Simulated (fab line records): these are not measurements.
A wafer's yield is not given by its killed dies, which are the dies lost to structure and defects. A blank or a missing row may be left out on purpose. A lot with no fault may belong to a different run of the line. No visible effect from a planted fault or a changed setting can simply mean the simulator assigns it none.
fab line records -- flow sky130
record lots=13, wafers=37, last_day=49
route steps=708 shown NWELL@78 VT_ADJUST_LVTN@117 VT_ADJUST_HVTR@137 PAD_OPEN@708
lots that met no fault: taken from a fault-free run of the same line
start_h: start of the lot's first displayed wafer, in hours after the record's first day -- wait_h: hours elapsed since this lot's preceding step -- " as in the row above -- L1.1+2: one row covering several wafers at once -- - no value present, or no start provided -- * or withheld: withheld -- < > ~ a bound
route shown NAME@n: NAME is a module with steps in the file, n the number in the route of the first one -- usual: mean and standard deviation over wafers with no fault -- same: alike in all rows -- chamber/n: place in a boat -- sites: the reading at each site -- _std_site: their standard deviation -- _edge_site: mean of outer sites minus mean of inner sites -- radius_mm: how far each site lies from the wafer's centre -- mask NAME#n: copy n -- behind: the last tool/chamber to shape the wafer -- hold: the reason the lot was held/the length of the hold in hours/how it ended -- device: transistor that didn't switch, given as n, p or np -- end of line: the tests these same wafers got at the end of their route -- step lacking rows: just its recipe -- killed: the dies lost at the first sort to structure and to defects; this is not the yield of the wafer -- map: dies across one wafer; x = killed, . = not, _ = none there
set.NAME: the setting the step ran with; set.NAME@STEP: the setting that earlier step ran with -- model.NAME: the simulator's own value behind a step, which no gauge read
the route's steps for a sample of lots (tables are steps, rows are wafers)
services: when a tool's chamber went out of use (start_h, in hours from the record's first day, below 0 if earlier), for how many hours, and the reason
## steps
# step SKY_NWELL_STRIP_25
# recipe chemistry=O2/N2, power_w=1400, pressure_mtorr=1500, platen_temp_c=withheld, o2_flow_sccm=3000, n2_flow_sccm=300, overash_fraction=0.5
# usual drypump_motor_current_A=5.8/0.46, oes_product_au=0.722/0.0049, strip_time_to_endpoint_s=36.88/0.1
lot.wafer,tool,chamber,start_h,wait_h,drypump_motor_current_A,oes_product_au,rf_hours_counter_h,strip_time_to_endpoint_s
L210.1,plasma_asher-03,0,103.91,0.1,5.4,0.730,43,36.95
L210.4,plasma_asher-03,0,103.91,0.1,5.4,0.718,-,37.13
L210.5,plasma_asher-03,1,103.91,0.1,6.5,0.725,-,36.99
L213.1,plasma_asher-02,1,126.46,0.1,5.4,0.729,40,36.89
L213.3,plasma_asher-02,1,126.46,0.1,5.4,0.723,-,36.85
L213.5,plasma_asher-02,0,126.46,0.1,6.2,0.724,-,36.93
L215.4,plasma_asher-02,0,136.80,0.1,6.3,0.726,-,36.96
L215.5,plasma_asher-02,1,136.80,0.1,5.4,0.722,-,36.88
L215.6,plasma_asher-02,0,136.80,0.1,6.2,0.724,-,36.85
L216.1,plasma_asher-04,0,141.71,0.1,5.3,0.725,36,36.81
L216.2,plasma_asher-04,1,141.71,0.1,5.8,0.715,36,36.93
L216.3,plasma_asher-04,0,141.71,0.1,5.4,0.713,-,36.84
L217.1,plasma_asher-02,0,147.21,0.1,6.2,0.719,42,36.75
L217.4,plasma_asher-02,0,147.21,0.1,6.3,0.716,-,36.73
L217.5,plasma_asher-02,0,147.21,0.1,6.2,0.726,-,36.78
L218.2,plasma_asher-02,1,152.88,0.1,5.4,0.721,43,36.77
L218.3,plasma_asher-02,1,152.88,0.1,5.4,0.723,-,36.75
L218.4,plasma_asher-02,0,152.88,0.1,6.3,0.733,-,36.87
L221.2,plasma_asher-02,0,174.41,0.1,6.2,0.727,45,36.75
L221.4,plasma_asher-02,1,174.41,0.1,5.4,0.725,-,36.83
L221.5,plasma_asher-02,0,174.41,0.1,6.2,0.733,-,36.89
L223.2,plasma_asher-04,1,183.91,0.1,5.8,0.728,40,36.77
L223.4,plasma_asher-04,0,183.91,0.1,5.3,0.726,-,36.56
L223.5,plasma_asher-04,0,183.91,0.1,5.3,0.717,-,36.85
L224.1,plasma_asher-02,1,187.46,0.1,5.4,0.718,46,37.03
L224.4,plasma_asher-02,1,187.46,0.1,5.4,0.715,-,37.13
L224.5,plasma_asher-02,0,187.46,0.1,6.2,0.727,-,37.01
L225.2,plasma_asher-02,1,193.27,0.1,5.4,0.714,47,36.81
L225.5,plasma_asher-02,1,193.27,0.1,5.4,0.718,-,36.75
L225.6,plasma_asher-02,0,193.27,0.1,6.3,0.719,-,36.85
L226.2,plasma_asher-02,1,201.21,0.1,5.4,0.722,47,36.96
L226.5,plasma_asher-02,1,201.21,0.1,5.4,0.725,-,37.04
L227.2,plasma_asher-02,0,203.65,0.1,6.2,0.725,48,36.87
L227.4,plasma_asher-02,0,203.65,0.1,6.2,0.729,-,36.97
L232.2,plasma_asher-02,0,233.01,0.1,6.3,0.728,51,36.86
L232.3,plasma_asher-02,1,233.01,0.1,5.4,0.723,-,36.80
L232.6,plasma_asher-02,0,233.01,0.1,6.3,0.720,-,36.93
# step SKY_VT_ADJUST_LVTN_STRIP_20
# recipe chemistry=O2/N2, power_w=1400, pressure_mtorr=1500, platen_temp_c=withheld, o2_flow_sccm=3000, n2_flow_sccm=300, overash_fraction=0.5
# usual drypump_motor_current_A=5.7/0.3, oes_product_au=0.716/0.0045, strip_time_to_endpoint_s=14.18/0.046
lot.wafer,tool,chamber,start_h,wait_h,drypump_motor_current_A,oes_product_au,rf_hours_counter_h,strip_time_to_endpoint_s
L210.1,plasma_asher-04,0,160.92,0.1,5.3,0.717,38,14.19
L210.4,plasma_asher-04,0,160.92,0.1,5.3,0.720,-,14.16
L210.5,plasma_asher-04,1,160.92,0.1,5.8,0.715,-,14.16
L213.1,plasma_asher-04,1,187.05,0.1,5.8,0.714,40,14.11
L213.3,plasma_asher-04,1,187.05,0.1,5.8,0.720,-,14.11
L213.5,plasma_asher-04,1,187.05,0.1,5.8,0.726,-,14.16
L215.4,plasma_asher-04,0,198.09,0.1,5.4,0.716,-,14.25
L215.5,plasma_asher-04,0,198.09,0.1,5.3,0.711,-,14.19
L215.6,plasma_asher-04,1,198.09,0.1,5.8,0.713,-,14.22
L216.1,plasma_asher-04,1,203.50,0.1,5.8,0.718,42,14.21
L216.2,plasma_asher-04,0,203.50,0.1,5.4,0.719,42,14.21
L216.3,plasma_asher-04,0,203.50,0.1,5.3,0.713,-,14.19
L217.1,plasma_asher-02,0,210.32,0.1,6.3,0.713,49,14.11
L217.4,plasma_asher-02,1,210.32,0.1,5.4,0.722,-,14.12
L217.5,plasma_asher-02,0,210.32,0.1,6.2,0.724,-,14.10
L218.2,plasma_asher-04,0,215.97,0.1,5.3,0.714,43,14.12
L218.3,plasma_asher-04,0,215.97,0.1,5.3,0.713,-,14.10
L218.4,plasma_asher-04,1,215.97,0.1,5.8,0.719,-,14.07
L221.2,plasma_asher-01,1,238.97,0.1,6.0,0.715,56,14.18
L221.4,plasma_asher-01,1,238.97,0.1,6.0,0.715,-,14.13
L221.5,plasma_asher-01,1,238.97,0.1,6.0,0.710,-,14.16
L223.2,plasma_asher-02,1,249.51,0.1,5.4,0.716,53,14.19
L223.4,plasma_asher-02,1,249.51,0.1,5.4,0.714,-,14.19
L223.5,plasma_asher-02,1,249.51,0.1,5.4,0.720,-,14.18
L224.1,plasma_asher-01,0,254.65,0.1,5.5,0.714,58,14.19
L224.4,plasma_asher-01,1,254.65,0.1,6.0,0.717,-,14.19
L224.5,plasma_asher-01,0,254.65,0.1,5.5,0.718,-,14.21
L225.2,plasma_asher-04,1,260.87,0.1,5.8,0.721,48,14.19
L225.5,plasma_asher-04,0,260.87,0.1,5.3,0.715,-,14.20
L225.6,plasma_asher-04,1,260.87,0.1,5.8,0.713,-,14.16
L226.2,plasma_asher-01,1,268.51,0.1,6.0,0.723,59,14.18
L226.5,plasma_asher-01,0,268.51,0.1,5.6,0.709,-,14.20
L227.2,plasma_asher-01,0,272.50,0.1,5.6,0.716,60,14.20
L227.4,plasma_asher-01,1,272.50,0.1,6.0,0.716,-,14.21
L232.2,plasma_asher-01,1,302.37,0.1,6.1,0.714,63,14.21
L232.3,plasma_asher-01,1,302.37,0.1,6.1,0.717,-,14.25
L232.6,plasma_asher-01,1,302.37,0.1,6.0,0.724,-,14.20
# step SKY_VT_ADJUST_LVTN_TW_MEAS_21
# usual VT_ADJUST_LVTN_2_TW=188.9/0.7
lot.wafer,tool,chamber,start_h,wait_h,VT_ADJUST_LVTN_2_TW
L210.1,film_metro-01,-,161.02,0.1,190.4
L210.4,film_metro-01,-,161.02,0.1,190.1
L210.5,film_metro-01,-,161.02,0.1,190.5
L213.1,film_metro-01,-,187.15,0.1,189.1
L213.3,film_metro-01,-,187.15,0.1,188.9
L213.5,film_metro-01,-,187.15,0.1,188.6
L215.4,film_metro-01,-,198.19,0.1,188.6
L215.5,film_metro-01,-,198.19,0.1,188.5
L215.6,film_metro-01,-,198.19,0.1,187.5
L216.1,film_metro-03,-,203.60,0.1,188.5
L216.2,film_metro-03,-,203.60,0.1,188.0
L216.3,film_metro-03,-,203.60,0.1,188.7
L217.1,film_metro-03,-,210.42,0.1,188.0
L217.4,film_metro-03,-,210.42,0.1,187.6
L217.5,film_metro-03,-,210.42,0.1,188.4
L218.2,film_metro-04,-,216.08,0.1,188.6
L218.3,film_metro-04,-,216.08,0.1,188.4
L218.4,film_metro-04,-,216.08,0.1,188.8
L221.2,film_metro-01,-,239.08,0.1,189.4
L221.4,film_metro-01,-,239.08,0.1,190.3
L221.5,film_metro-01,-,239.08,0.1,189.7
L223.2,film_metro-03,-,249.62,0.1,188.2
L223.4,film_metro-03,-,249.62,0.1,188.4
L223.5,film_metro-03,-,249.62,0.1,188.6
L224.1,film_metro-03,-,254.75,0.1,190.0
L224.4,film_metro-03,-,254.75,0.1,189.4
L224.5,film_metro-03,-,254.75,0.1,188.5
L225.2,film_metro-01,-,260.98,0.1,189.9
L225.5,film_metro-01,-,260.98,0.1,189.3
L225.6,film_metro-01,-,260.98,0.1,188.3
L226.2,film_metro-01,-,268.62,0.1,188.1
L226.5,film_metro-01,-,268.62,0.1,189.0
L227.2,film_metro-01,-,272.61,0.1,188.4
L227.4,film_metro-01,-,272.61,0.1,188.9
L232.2,film_metro-01,-,302.48,0.1,187.4
L232.3,film_metro-01,-,302.48,0.1,188.9
L232.6,film_metro-01,-,302.48,0.1,187.8
# step SKY_VT_ADJUST_HVTR_DEVELOP_06
# recipe develop_time_s=60, dev_temp_c=23
# usual developer_temp_C=23.00/0.11
lot.wafer,tool,chamber,start_h,wait_h,developer_temp_C
L210.1,litho_track-04,0,202.82,0.1,22.87
L210.4,litho_track-04,0,202.82,0.1,22.85
L210.5,litho_track-04,0,202.82,0.1,23.04
L213.1,litho_track-01,0,230.88,0.1,23.09
L213.3,litho_track-01,0,230.88,0.1,23.02
L213.5,litho_track-01,0,230.88,0.1,23.12
L215.4,litho_track-03,0,241.96,0.1,23.01
L215.5,litho_track-03,0,241.96,0.1,22.86
L215.6,litho_track-03,0,241.96,0.1,22.86
L216.1,litho_track-04,0,247.92,0.1,23.10
L216.2,litho_track-04,0,247.92,0.1,22.97
L216.3,litho_track-04,0,247.92,0.1,23.07
L217.1,litho_track-04,0,254.82,0.1,23.01
L217.4,litho_track-04,0,254.82,0.1,23.03
L217.5,litho_track-04,0,254.82,0.1,22.96
L218.2,litho_track-03,0,260.86,0.1,23.08
L218.3,litho_track-03,0,260.86,0.1,22.97
L218.4,litho_track-03,0,260.86,0.1,23.13
L221.2,litho_track-01,0,284.75,0.1,23.00
L221.4,litho_track-01,0,284.75,0.1,22.86
L221.5,litho_track-01,0,284.75,0.1,22.99
L223.2,litho_track-03,0,295.11,0.1,22.76
L223.4,litho_track-03,0,295.11,0.1,23.00
L223.5,litho_track-03,0,295.11,0.1,22.96
L224.1,litho_track-03,0,299.69,0.1,22.83
L224.4,litho_track-03,0,299.69,0.1,22.82
L224.5,litho_track-03,0,299.69,0.1,22.93
L225.2,litho_track-03,0,307.31,0.1,22.97
L225.5,litho_track-03,0,307.31,0.1,22.72
L225.6,litho_track-03,0,307.31,0.1,22.92
L226.2,litho_track-03,0,316.76,0.1,23.01
L226.5,litho_track-03,0,316.76,0.1,22.92
L227.2,litho_track-03,0,321.41,0.1,22.97
L227.4,litho_track-03,0,321.41,0.1,22.92
L232.2,litho_track-04,0,356.60,0.1,22.92
L232.3,litho_track-04,0,356.60,0.1,22.83
L232.6,litho_track-04,0,356.60,0.1,22.91
# step SKY_VT_ADJUST_HVTR_CD_MEAS_07
# recipe target_cd_nm=380
# usual cd_nm=379.7/2
lot.wafer,tool,chamber,start_h,wait_h,cd_nm
L210.1,cd_sem-02,-,202.97,0.1,377.6
L210.4,cd_sem-02,-,202.97,0.1,376.1
L210.5,cd_sem-02,-,202.97,0.1,379.3
L213.1,cd_sem-01,-,231.03,0.1,379.9
L213.3,cd_sem-01,-,231.03,0.1,378.0
L213.5,cd_sem-01,-,231.03,0.1,379.6
L215.4,cd_sem-01,-,242.10,0.1,378.1
L215.5,cd_sem-01,-,242.10,0.1,376.8
L215.6,cd_sem-01,-,242.10,0.1,378.9
L216.1,cd_sem-02,-,248.07,0.1,377.0
L216.2,cd_sem-02,-,248.07,0.1,379.8
L216.3,cd_sem-02,-,248.07,0.1,381.3
L217.1,cd_sem-02,-,254.97,0.1,381.2
L217.4,cd_sem-02,-,254.97,0.1,381.6
L217.5,cd_sem-02,-,254.97,0.1,378.1
L218.2,cd_sem-02,-,261.01,0.1,378.5
L218.3,cd_sem-02,-,261.01,0.1,378.0
L218.4,cd_sem-02,-,261.01,0.1,379.4
L221.2,cd_sem-02,-,284.90,0.1,377.5
L221.4,cd_sem-02,-,284.90,0.1,377.5
L221.5,cd_sem-02,-,284.90,0.1,378.0
L223.2,cd_sem-02,-,295.26,0.1,378.8
L223.4,cd_sem-02,-,295.26,0.1,381.3
L223.5,cd_sem-02,-,295.26,0.1,381.0
L224.1,cd_sem-02,-,299.84,0.1,380.8
L224.4,cd_sem-02,-,299.84,0.1,380.7
L224.5,cd_sem-02,-,299.84,0.1,381.3
L225.2,cd_sem-02,-,307.46,0.1,379.8
L225.5,cd_sem-02,-,307.46,0.1,389.5
L225.6,cd_sem-02,-,307.46,0.1,378.7
L226.2,cd_sem-01,-,316.91,0.1,380.1
L226.5,cd_sem-01,-,316.91,0.1,392.4
L227.2,cd_sem-01,-,321.56,0.1,378.1
L227.4,cd_sem-01,-,321.56,0.1,393.0
L232.2,cd_sem-02,-,356.74,0.1,383.7
L232.3,cd_sem-02,-,356.74,0.1,377.6
L232.6,cd_sem-02,-,356.74,0.1,383.6
# step SKY_PAD_OPEN_PROBE_99
# usual killed_at_M0_to_M3=43/7.3, killed_at_M4_up=3.2/1.8, killed_at_contacts=24/5.8, killed_at_front_end=16/4.5, killed_at_other=0.3/0.53, killed_dies=87/9.9, killed_open=48/6.8, killed_short=39/6.9
# same gross_dies=492, killed_at_back_side=0
lot.wafer,tool,chamber,start_h,wait_h,killed_at_M0_to_M3,killed_at_M4_up,killed_at_contacts,killed_at_front_end,killed_at_other,killed_dies,killed_open,killed_short
L223.2,prober-02,-,1150.85,0.1,40,1,23,17,0,81,41,40
L223.4,prober-02,-,1150.95,0.2,44,2,29,20,0,95,50,45
L223.5,prober-02,-,1151.00,0.2,66,1,21,12,0,100,67,33
L224.1,prober-01,-,1153.47,0.1,40,0,23,16,0,79,47,32
L224.4,prober-01,-,1153.62,0.2,41,2,22,10,0,75,43,32
L224.5,prober-01,-,1153.67,0.2,39,3,18,12,0,72,39,33
L225.2,prober-02,-,1158.31,0.1,50,3,19,13,0,85,50,35
L225.5,prober-02,-,1158.46,0.2,35,4,18,10,0,67,37,30
L225.6,prober-02,-,1158.51,0.2,40,5,17,17,0,79,39,40
# killed by level:class
L223.2 VIA1:geometric_particle:open=10 LI_CONTACT:geometric_particle:open=8 POLY_GATE:geometric_particle:short=7 VIA1:geometric_particle:short=7 METAL2:geometric_particle:short=6 CONTACT:geometric_particle:open=5 FIELD_ISO:geometric_particle:open=4 CONTACT:geometric_particle:short=4
L223.4 CONTACT:geometric_particle:open=11 VIA3:geometric_particle:open=8 VIA1:geometric_particle:short=8 CONTACT:geometric_particle:short=7 FIELD_ISO:geometric_particle:open=6 VIA1:geometric_particle:open=6 LI_CONTACT:geometric_particle:open=5 VIA2:geometric_particle:short=5
L223.5 VIA1:geometric_particle:open=21 VIA2:geometric_particle:open=12 VIA3:geometric_particle:open=10 LI_CONTACT:geometric_particle:open=8 VIA1:geometric_particle:short=7 CONTACT:geometric_particle:open=7 METAL1:geometric_particle:short=6 METAL2:geometric_particle:short=4
L224.1 VIA1:geometric_particle:open=15 CONTACT:geometric_particle:open=8 POLY_GATE:geometric_particle:short=8 LI_CONTACT:geometric_particle:open=7 CONTACT:geometric_particle:short=5 FIELD_ISO:geometric_particle:open=4 VIA3:geometric_particle:open=4 VIA1:geometric_particle:short=4
L224.4 VIA1:geometric_particle:open=12 VIA3:geometric_particle:open=8 LI_CONTACT:geometric_particle:open=6 CONTACT:geometric_particle:open=6 LI_CONTACT:geometric_particle:short=4 METAL1:geometric_particle:short=4 VIA1:geometric_particle:short=4 FIELD_ISO:geometric_particle:short=3
L224.5 VIA3:geometric_particle:open=9 CONTACT:geometric_particle:open=7 METAL1:geometric_particle:short=6 VIA1:geometric_particle:open=5 VIA2:geometric_particle:open=5 VIA1:geometric_particle:short=4 METAL2:geometric_particle:short=4 FIELD_ISO:geometric_particle:short=3
L225.2 VIA1:geometric_particle:open=11 VIA2:geometric_particle:open=9 CONTACT:geometric_particle:open=8 VIA3:geometric_particle:open=7 FIELD_ISO:geometric_particle:open=6 CONTACT:geometric_particle:short=6 FIELD_ISO:geometric_particle:short=5 METAL1:geometric_particle:short=5
L225.5 VIA1:geometric_particle:open=9 CONTACT:geometric_particle:open=6 POLY_GATE:geometric_particle:open=5 FIELD_ISO:geometric_particle:open=4 VIA2:geometric_particle:short=4 LOCAL_INTERCONNECT:geometric_particle:short=4 CONTACT:geometric_particle:short=4 METAL1:geometric_particle:short=4
L225.6 VIA1:geometric_particle:open=11 FIELD_ISO:geometric_particle:short=9 LI_CONTACT:geometric_particle:open=6 METAL2:geometric_particle:short=6 METAL1:geometric_particle:short=5 METAL4:geometric_particle:short=5 CONTACT:geometric_particle:open=4 VIA2:geometric_particle:open=4
## services
tool,chamber,start_h,hours,kind
plasma_asher-03,-,84.79,0.5,repair
plasma_asher-03,-,108.75,9.0,pm
plasma_asher-03,0,108.75,9.0,vent_cycle
plasma_asher-03,1,108.75,9.0,vent_cycle
plasma_asher-03,0,117.75,-,clean
plasma_asher-03,1,117.75,-,clean
plasma_asher-03,-,201.05,3.7,repair
plasma_asher-03,-,206.60,14.6,pm
plasma_asher-01,-,229.97,1.5,repair
## key
first_sign step=SKY_VT_ADJUST_HVTR_CD_MEAS_07, reading=cd_nm, direction=up, sigmas=5.9, usual=379.7, struck=391.6
effect none on later readings
met_at SKY_VT_ADJUST_HVTR_DEVELOP_06
struck_lots L225,L226,L227
struck_wafers L225.5,L226.5,L227.4
tester_left_out L225,L226,L227
not_acting_at SKY_NWELL_STRIP_25,SKY_VT_ADJUST_LVTN_STRIP_20,SKY_VT_ADJUST_LVTN_TW_MEAS_21
onset_between 299.69 307.31
fault kind=process_parameter_drift, tool=litho_track-03, chamber=-, onset_h=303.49, steps=SKY_VT_ADJUST_HVTR_DEVELOP_06, channel=develop_time_s, offset=*, shape=step, end_h=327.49, scope=struck_wafers_only, acts_in=*, stated=*
# tester_left_out: of these lots the tester's yield and bins aren't shown, on N5 and GAA mostly nor the transistor test; their killed dies are dies lost to structure and defects alone, not to doping, threshold or leakage, so they don't give the yield
